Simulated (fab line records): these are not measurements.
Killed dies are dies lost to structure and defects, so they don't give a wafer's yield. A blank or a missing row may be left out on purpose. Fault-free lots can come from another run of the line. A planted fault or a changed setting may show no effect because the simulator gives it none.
Which tool did it? ; flow sky130 ; 13 lots, 39 wafers sampled, at 4 steps of a route of 708

## WHAT THE GAUGES SHOWED, per wafer
SKY_POLY_CUT_OVL_MEAS_09. Usual: POLY_CUT_OVL 2 nm, standard deviation 5.
lot;measured;on;POLY_CUT_OVL (nm);flag
L537;day 24 09:22;overlay-01;-7 1 -2;
L538;day 24 17:08;overlay-01;1 -7 -2;
L541;day 25 14:10;overlay-02;2 -8 -3;
L542;day 26 08:59;overlay-01;7 -2 -3;
L543;day 26 14:50;overlay-02;4 5 6;
L552;day 29 20:38;overlay-01;5 2 0;
L553;day 30 06:14;overlay-01;6 3 7;
L554;day 30 07:41;overlay-02;-2 -4 -2;
L555;day 30 19:10;overlay-01;5 7 7;
L556;day 31 05:07;overlay-02;2 4 1;
L557;day 31 16:59;overlay-02;-4 3 4;
L560;day 32 04:53;overlay-02;2 2 -2;
L559;day 32 08:16;overlay-02;2 8 4;

SKY_CONTACT_CD_MEAS_14: the cd target is 170 nm. Usual: cd nm reads 169.5 nm (standard deviation 1.6).
lot;measured;on;cd nm (nm);flag
L537;day 31 19:55;cd sem-01;171.0 170.0 172.5;
L538;day 32 01:06;cd sem-02;170.0 170.3 169.1;
L541;day 32 19:28;cd sem-02;168.0 166.4 167.7;
L552;day 36 18:50;cd sem-01;167.5 166.7 167.3;
L553;day 37 05:53;cd sem-02;168.3 168.3 168.1;
L554;day 37 06:00;cd sem-01;168.9 167.8 168.6;
L555;day 37 19:02;cd sem-01;168.5 168.7 169.4;
L556;day 38 02:58;cd sem-01;170.2 169.7 172.2;
L557;day 38 13:25;cd sem-01;170.2 169.1 169.0;
L560;day 38 23:36;cd sem-01;171.9 170.5 172.6;
L559;day 39 02:52;cd sem-01;170.3 171.3 170.6;

## EACH LOT AND THE TOOL THAT RAN IT (in order: tool; ch and the chambers of the sampled wafers; start)
lot;SKY_LDD_N_STRIP_16;SKY_LI_CONTACT_SPUTTER_20
L537;plasma asher-04 ch 1, day 17 20:46;pvd sputter-01, day 29 09:00
L538;plasma asher-02 ch 0,1, day 18 06:08;pvd sputter-01, day 29 14:36
L541;plasma asher-04 ch 0,1, day 19 04:31;pvd sputter-04, day 30 09:54
L542;plasma asher-01 ch 0,1, day 19 23:55;pvd sputter-01, day 31 07:01
L543;plasma asher-04 ch 0,1, day 20 06:58;pvd sputter-04, day 31 10:16
L552;plasma asher-04 ch 0,1, day 23 17:10;pvd sputter-01, day 34 11:43
L553;plasma asher-01 ch 0, day 24 02:16;pvd sputter-01, day 34 22:32
L554;plasma asher-02 ch 0,1, day 24 03:19;pvd sputter-04, day 34 23:04
L555;plasma asher-04 ch 0,1, day 24 17:13;pvd sputter-01, day 35 11:17
L556;plasma asher-02 ch 0,1, day 25 03:17;pvd sputter-01, day 35 20:14
L557;plasma asher-01 ch 0,1, day 25 15:49;pvd sputter-01, day 36 07:01
L560;plasma asher-04 ch 0,1, day 26 04:44;pvd sputter-01, day 36 17:47
L559;plasma asher-04 ch 0,1, day 26 07:19;pvd sputter-01, day 36 21:08
- SKY_LDD_N_STRIP_16: strips in O2/N2.
- SKY_LI_CONTACT_SPUTTER_20: material TiN, target thk 20 nm, time 80 s.

## AS READ BY THE TOOLS THEMSELVES (means over the sampled wafers that have a number; for cases with no such wafer, the mark the record gives instead)
SKY_LDD_N_STRIP_16. Usual: drypump motor current A 5.9 A, standard deviation 0.54; oes product au 0.407 a.u., standard deviation 0.0046; strip time to endpoint s 4.312 s, standard deviation 0.015.
lot;tool;drypump motor current A (A);oes product au (a.u.);strip time to endpoint s (s);flag
L537;plasma asher-04;5.5;0.406;4.317;
L538;plasma asher-02;5.8;0.402;4.313;
L541;plasma asher-04;5.9;0.410;4.324;
L542;plasma asher-01;5.8;0.407;4.306;
L543;plasma asher-04;5.9;0.408;4.305;
L552;plasma asher-04;6.2;0.403;4.290;
L553;plasma asher-01;6.1;0.406;4.314;
L554;plasma asher-02;5.3;0.407;4.326;
L555;plasma asher-04;5.9;0.409;4.310;
L556;plasma asher-02;5.3;0.405;4.288;
L557;plasma asher-01;6.0;0.404;4.315;
L560;plasma asher-04;5.9;0.407;4.306;
L559;plasma asher-04;6.2;0.410;4.310;

SKY_LI_CONTACT_SPUTTER_20. Usual: cathode dc power W 4000.1 W, standard deviation 0.69; chamber pressure pa 4.999 Pa, standard deviation 0.011; throttle valve pct 29.9 %, standard deviation 1.3.
lot;tool;cathode dc power W (W);chamber pressure pa (Pa);throttle valve pct (%);flag
L537;pvd sputter-01;3999.9;4.985;28.9;
L538;pvd sputter-01;4000.1;4.998;29.6;
L541;pvd sputter-04;3999.7;5.008;30.1;
L542;pvd sputter-01;-;-;-;OFF
L543;pvd sputter-04;-;-;-;OFF
L552;pvd sputter-01;4000.0;5.003;28.8;
L553;pvd sputter-01;4000.8;5.000;31.7;
L554;pvd sputter-04;4000.0;5.006;28.6;
L555;pvd sputter-01;3999.8;5.002;30.3;
L556;pvd sputter-01;4000.3;5.005;30.9;
L557;pvd sputter-01;4000.4;4.993;30.1;
L560;pvd sputter-01;4000.3;4.991;31.7;
L559;pvd sputter-01;4000.1;5.004;30.2;

## THE ANSWER, worked out from the rows above alone
Rule: take the mean of a lot's wafers that have a number; if it is more than 3 standard deviations from the usual mean, the lot is off. A lot without any number at a reading at which 4 lots or more have one is off too. Where the step has rows for the other lots, those lots are counted as sound. First the gauges in route order, then the tools' own readings, where a lot's mean is used as printed above. At the first step where some lot is off, the reading lying furthest off is the one used; lots without a number count as furthest.
Off: L542, L543, at SKY_LI_CONTACT_SPUTTER_20 (cathode dc power W). Without a number there: L542, L543.
A tool fits if, at that step or a process step before it, it ran every lot that is off, and no sound lot after the first of them. None of those tried fits.

## WHAT HAD BEEN PUT IN BY THE SIMULATOR
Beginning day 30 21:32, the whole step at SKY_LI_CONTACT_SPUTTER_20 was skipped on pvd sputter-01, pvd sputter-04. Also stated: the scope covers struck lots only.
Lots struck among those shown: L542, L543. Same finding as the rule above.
